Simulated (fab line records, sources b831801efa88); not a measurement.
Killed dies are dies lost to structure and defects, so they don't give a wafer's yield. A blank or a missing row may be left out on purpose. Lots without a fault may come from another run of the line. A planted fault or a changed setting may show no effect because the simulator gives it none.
Which tool did it? | flow gf180mcu | 13 lots, 37 wafers sampled, at 4 steps of a route of 602

WHAT THE GAUGES READ, wafer by wafer
GF_DUAL_GATE_THK_MEAS_03.
lot  | measured     | on            | DUAL_GATE_OXIDATION_00_THK (nm)
L120 | day 7 21:11  | film_metro-04 | 10.70 11.02 10.97
L123 | day 8 23:31  | film_metro-04 | 11.17 11.13 11.08
L124 | day 9 03:53  | film_metro-01 | 11.02 11.01 10.83
L125 | day 9 09:26  | film_metro-04 | 11.19 10.92
L126 | day 9 19:34  | film_metro-01 | 10.63 10.54
L130 | day 10 17:18 | film_metro-01 | 10.98 11.16 10.95
L131 | day 10 23:28 | film_metro-02 | 11.01 10.67 10.85
L134 | day 11 21:02 | film_metro-01 | 11.10 10.97 11.04
L136 | day 12 20:15 | film_metro-04 | 10.85 10.51 10.73
L137 | day 12 20:59 | film_metro-02 | 10.78 10.87 10.80
L138 | day 12 23:58 | film_metro-02 | 10.92 10.79 10.86
L141 | day 13 20:22 | film_metro-04 | 10.60 10.83 10.70
L142 | day 14 08:43 | film_metro-01 | 10.97 11.05 10.89

WHICH TOOL RAN EACH LOT (tool, then ch and the chambers of the sampled wafers, then the start)
lot  | GF_STI_COAT_07                   | GF_STI_STRIP_15                     | GF_MVSD_STRIP_10
L120 | litho_track-02 ch 0, day 1 23:52 | plasma_asher-04 ch 0,1, day 2 05:56 | plasma_asher-04 ch 0,1, day 4 13:14
L123 | litho_track-02 ch 0, day 2 15:19 | plasma_asher-02 ch 0,1, day 2 21:53 | plasma_asher-04 ch 0,1, day 5 13:05
L124 | litho_track-04 ch 0, day 2 21:29 | plasma_asher-04 ch 0,1, day 3 03:53 | plasma_asher-04 ch 1, day 5 17:33
L125 | litho_track-02 ch 0, day 3 02:58 | plasma_asher-04 ch 0, day 3 09:05   | plasma_asher-01 ch 0, day 5 20:35
L126 | litho_track-02 ch 0, day 3 10:28 | plasma_asher-01 ch 0,1, day 3 17:32 | plasma_asher-01 ch 0,1, day 6 07:23
L130 | litho_track-02 ch 0, day 4 02:43 | plasma_asher-01 ch 0,1, day 4 09:50 | plasma_asher-02 ch 0,1, day 7 02:14
L131 | litho_track-04 ch 0, day 4 07:54 | plasma_asher-04 ch 0,1, day 4 14:59 | plasma_asher-04 ch 0,1, day 7 07:33
L134 | litho_track-04 ch 0, day 4 22:39 | plasma_asher-01 ch 0,1, day 5 05:38 | plasma_asher-01 ch 0,1, day 8 01:51
L136 | litho_track-01 ch 0, day 5 10:26 | plasma_asher-01 ch 0,1, day 5 17:41 | plasma_asher-02 ch 0,1, day 8 14:00
L137 | litho_track-04 ch 0, day 5 14:54 | plasma_asher-01 ch 0,1, day 5 22:23 | plasma_asher-02 ch 0,1, day 8 20:56
L138 | litho_track-01 ch 0, day 5 20:52 | plasma_asher-04 ch 0,1, day 6 05:04 | plasma_asher-01 ch 0,1, day 9 01:20
L141 | litho_track-04 ch 0, day 6 11:00 | plasma_asher-02 ch 0,1, day 6 19:26 | plasma_asher-04 ch 0,1, day 9 17:18
L142 | litho_track-02 ch 0, day 6 16:55 | plasma_asher-01 ch 0,1, day 7 01:05 | plasma_asher-04 ch 0,1, day 10 03:44
- GF_STI_COAT_07: resist thk 700 nm.
- GF_STI_STRIP_15: strips in O2/N2.
- GF_MVSD_STRIP_10: strips in O2/N2.

WHAT THE TOOLS THEMSELVES READ (means of the sampled wafers that have a number; where no wafer has one, the mark that the record gives instead)
GF_STI_STRIP_15.
lot  | tool            | drypump_motor_current_A (A) | heater_power_w (W) | oes_product_au (a.u.) | strip_time_to_endpoint_s (s)
L120 | plasma_asher-04 | 5.6                         | 306                | 0.382                 | 3.78
L123 | plasma_asher-02 | 6.1                         | 393                | 0.384                 | 3.71
L124 | plasma_asher-04 | 5.4                         | 354                | 0.378                 | 3.67
L125 | plasma_asher-04 | 5.1                         | 401                | 0.391                 | 3.91
L126 | plasma_asher-01 | 6.2                         | 316                | 0.392                 | 3.96
L130 | plasma_asher-01 | 6.2                         | 314                | 0.387                 | 3.85
L131 | plasma_asher-04 | 5.3                         | 357                | 0.385                 | 3.70
L134 | plasma_asher-01 | 6.2                         | 318                | 0.382                 | 3.74
L136 | plasma_asher-01 | 6.3                         | 318                | 0.385                 | 3.72
L137 | plasma_asher-01 | 6.2                         | 309                | 0.387                 | 3.73
L138 | plasma_asher-04 | 5.4                         | 359                | 0.381                 | 3.70
L141 | plasma_asher-02 | 5.8                         | 384                | 0.384                 | 3.70
L142 | plasma_asher-01 | 6.3                         | 320                | 0.380                 | 3.72

GF_MVSD_STRIP_10.
lot  | tool            | drypump_motor_current_A (A) | heater_power_w (W) | oes_product_au (a.u.) | strip_time_to_endpoint_s (s)
L120 | plasma_asher-04 | 5.6                         | 306                | 0.719                 | 37.02
L123 | plasma_asher-04 | 5.3                         | 359                | 0.723                 | 37.00
L124 | plasma_asher-04 | 5.8                         | 263                | 0.724                 | 37.04
L125 | plasma_asher-01 | 6.4                         | 322                | 0.722                 | 36.85
L126 | plasma_asher-01 | 6.2                         | 320                | 0.722                 | 36.94
L130 | plasma_asher-02 | 6.1                         | 403                | 0.722                 | 36.87
L131 | plasma_asher-04 | 5.4                         | 360                | 0.724                 | 36.85
L134 | plasma_asher-01 | 6.4                         | 320                | 0.719                 | 37.02
L136 | plasma_asher-02 | 5.7                         | 389                | 0.723                 | 36.94
L137 | plasma_asher-02 | 6.1                         | 400                | 0.721                 | 36.98
L138 | plasma_asher-01 | 6.2                         | 314                | 0.724                 | 36.89
L141 | plasma_asher-04 | 5.6                         | 309                | 0.721                 | 36.88
L142 | plasma_asher-04 | 5.6                         | 310                | 0.718                 | 37.07

THE ANSWER, worked out from the rows above alone
Rule: what is usual is taken from the lots themselves. Put in order of their means at a reading, lots are off if they are a third of the lots or fewer, leave a main group of 4 or more, and stand apart from it by a gap of 3 or more times the standard deviation of the main group's means; of several such gaps the widest counts. A main group whose means are all the same, to the digits that the tables above print for the reading, isn't used. A lot without any number at a reading at which 4 lots or more have one is off too. The other lots that the step has rows for count as sound. The gauges are gone through in route order, then the tools' own readings, and for those a lot's mean is taken as printed above. The first step at which some lot is off is used, and at that step the reading that is off furthest; a lot without a number counts as furthest.
No lot is off at any reading shown: from this, nothing can be told.

WHAT THE SIMULATOR HAD PUT IN
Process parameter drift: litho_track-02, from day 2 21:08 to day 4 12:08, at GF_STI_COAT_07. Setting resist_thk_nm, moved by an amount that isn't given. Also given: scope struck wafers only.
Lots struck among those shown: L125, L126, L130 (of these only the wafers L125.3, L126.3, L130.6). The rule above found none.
